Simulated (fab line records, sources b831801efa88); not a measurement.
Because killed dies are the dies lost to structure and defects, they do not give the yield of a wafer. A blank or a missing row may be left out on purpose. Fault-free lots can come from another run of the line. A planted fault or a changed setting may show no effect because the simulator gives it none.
What tool caused it?	flow sky130	14 lots with 42 wafers sampled at 5 steps, on a route of 708 steps

## WHAT THE GAUGES SHOWED, per wafer
SKY_VT_ADJUST_HVTP_CD_MEAS_07: the cd target is 380 nm. Usual: cdNm 379.6 nm, standard deviation 2.5.
lot	measured	on	cdNm (nm)	flag
L926	day 5 18:11	cdSem-01	380.3 376.9 381.9	
L927	day 6 01:35	cdSem-01	381.1 381.6 382.2	
L929	day 6 17:41	cdSem-01	377.1 377.6 377.2	
L930	day 7 01:11	cdSem-01	379.7 379.5 381.9	
L931	day 7 06:33	cdSem-01	380.8 376.5 380.9	
L932	day 7 16:28	cdSem-01	377.2 378.6 378.2	
L934	day 8 01:17	cdSem-01	379.8 378.5 378.0	
L935	day 8 20:46	cdSem-01	378.1 378.6 383.7	
L936	day 9 02:20	cdSem-01	378.0 379.6 379.4	
L937	day 9 02:40	cdSem-02	383.0 384.0 384.5	
L939	day 9 14:35	cdSem-02	378.5 379.4 380.9	
L941	day 9 23:02	cdSem-02	376.9 377.2 377.1	
L942	day 10 03:43	cdSem-02	382.7 380.8 382.7	
L949	day 12 07:04	cdSem-01	384.1 382.5 379.8	

SKY_VT_ADJUST_HVTP_TW_MEAS_11. Usual: for VT_ADJUST_HVTP_TW the level is 1336 and the standard deviation is 7.5.
lot	measured	on	VT_ADJUST_HVTP_TW	flag
L926	day 5 18:35	filmMetro-01	1329 1327 1329	
L927	day 6 01:59	filmMetro-04	1339 1332 1338	
L929	day 6 18:04	filmMetro-04	1332 1337 1338	
L930	day 7 01:34	filmMetro-01	1334 1329 1334	
L931	day 7 06:57	filmMetro-01	1336 1333 1324	
L932	day 7 16:51	filmMetro-03	1353 1344 1347	
L934	day 8 01:42	filmMetro-04	1338 1336 1333	
L935	day 8 21:11	filmMetro-04	1335 1328 1337	
L936	day 9 02:44	filmMetro-03	1347 1342 1345	
L937	day 9 03:05	filmMetro-04	1325 1335 1333	
L939	day 9 14:58	filmMetro-04	1338 1338 1338	
L941	day 9 23:26	filmMetro-04	1334 1331 1334	
L942	day 10 04:08	filmMetro-01	1328 1330 1327	
L949	day 12 07:29	filmMetro-03	1346 1350 1347	

SKY_VT_ADJUST_NCORE_CD_MEAS_07: the cd target is 380 nm. Usual: cdNm 379.1 nm, standard deviation 2.8.
lot	measured	on	cdNm (nm)	flag
L926	day 8 06:14	cdSem-01	379.0 381.2 378.5	
L927	day 8 14:47	cdSem-01	379.9 379.5 381.6	
L929	day 9 07:47	cdSem-01	376.5 375.8 376.0	
L930	day 9 15:45	cdSem-01	380.3 380.0 379.4	
L931	day 10 00:32	cdSem-02	373.3 371.9 374.9	
L932	day 10 13:14	cdSem-02	375.9 374.4 374.9	
L934	day 10 20:08	cdSem-01	378.2 379.3 377.4	
L935	day 11 19:19	cdSem-02	378.7 377.1 376.3	
L936	day 12 00:17	cdSem-02	375.0 376.9 378.1	
L937	day 12 00:53	cdSem-01	377.5 378.5 377.5	
L939	day 12 13:26	cdSem-01	380.7 381.3 379.6	
L941	day 12 22:35	cdSem-01	373.6 373.7 374.7	
L942	day 13 03:41	cdSem-02	382.6 382.7 382.7	
L949	day 15 15:17	cdSem-01	376.2 378.5 378.2	

SKY_VT_ADJUST_HVTR_CD_MEAS_07: the cd target is 380 nm. Usual: cdNm 380.3 nm, standard deviation 2.4.
lot	measured	on	cdNm (nm)	flag
L926	day 9 03:35	cdSem-02	381.2 379.6 378.3	
L927	day 9 13:34	cdSem-01	384.9 383.4 383.8	
L929	day 10 07:27	cdSem-01	378.7 379.9 376.1	
L930	day 10 14:38	cdSem-01	379.8 377.4 378.3	
L931	day 11 00:01	cdSem-01	379.9 378.6 382.2	
L932	day 11 12:38	cdSem-02	380.6 383.6 380.1	
L934	day 11 19:53	cdSem-02	381.3 380.8 381.8	
L935	day 12 20:07	cdSem-01	383.4 385.5 383.2	
L936	day 13 00:58	cdSem-01	381.8 381.7 381.1	
L937	day 13 02:08	cdSem-02	383.4 382.2 385.2	
L939	day 13 15:23	cdSem-02	380.1 377.5 378.7	
L941	day 14 00:50	cdSem-01	413.8 417.5 416.2 414.0 417.5 416.9	OFF
L942	day 14 06:35	cdSem-01	417.9 419.2 416.9 418.1 419.1 416.9	OFF
L949	day 16 20:17	cdSem-02	378.9 377.7 375.6	

## WHICH TOOL RAN EACH LOT (tool, then ch and the chambers of the sampled wafers, then the start)
lot	SKY_VT_ADJUST_HVTR_DEVELOP_06
L926	lithoTrack-02 ch 0, day 9 03:26
L927	lithoTrack-03 ch 0, day 9 13:25
L929	lithoTrack-04 ch 0, day 10 07:19
L930	lithoTrack-02 ch 0, day 10 14:31
L931	lithoTrack-03 ch 0, day 10 23:52
L932	lithoTrack-04 ch 0, day 11 12:29
L934	lithoTrack-04 ch 0, day 11 19:44
L935	lithoTrack-03 ch 0, day 12 19:58
L936	lithoTrack-03 ch 0, day 13 00:49
L937	lithoTrack-04 ch 0, day 13 01:59
L939	lithoTrack-03 ch 0, day 13 15:15
L941	lithoTrack-04 ch 0, day 14 00:41
L942	lithoTrack-04 ch 0, day 14 06:26
L949	lithoTrack-02 ch 0, day 16 20:08
- SKY_VT_ADJUST_HVTR_DEVELOP_06: develop time 60 s.

## WHAT THE TOOLS THEMSELVES READ (means of the sampled wafers that have a number; where no wafer has one, the mark that the record gives instead)
The record holds no such reading with a usual standard deviation.

## THE ANSWER, worked out from the rows above alone
Rule: take the mean of a lot's wafers that have a number; if it is more than 3 standard deviations from the usual mean, the lot is off. A lot without any number at a reading at which 4 lots or more have one is off too. All remaining lots with rows at the step are treated as sound. First the gauges in route order, then the tools' own readings, where a lot's mean is used as printed above. At the first step where some lot is off, the reading lying furthest off is the one used; lots without a number count as furthest.
Off: L941, L942 (SKY_VT_ADJUST_HVTR_CD_MEAS_07, cdNm).
A tool fits if, at a process step before that reading, it ran every lot that is off, and no sound lot after the first of them. Those tools and the gauges at SKY_VT_ADJUST_HVTR_CD_MEAS_07 are tried in the same way. 2 tools fit, lithoTrack-04 at SKY_VT_ADJUST_HVTR_DEVELOP_06 and cdSem-01 at SKY_VT_ADJUST_HVTR_CD_MEAS_07, so this cannot tell which one it is.

## WHAT HAD BEEN PUT IN BY THE SIMULATOR
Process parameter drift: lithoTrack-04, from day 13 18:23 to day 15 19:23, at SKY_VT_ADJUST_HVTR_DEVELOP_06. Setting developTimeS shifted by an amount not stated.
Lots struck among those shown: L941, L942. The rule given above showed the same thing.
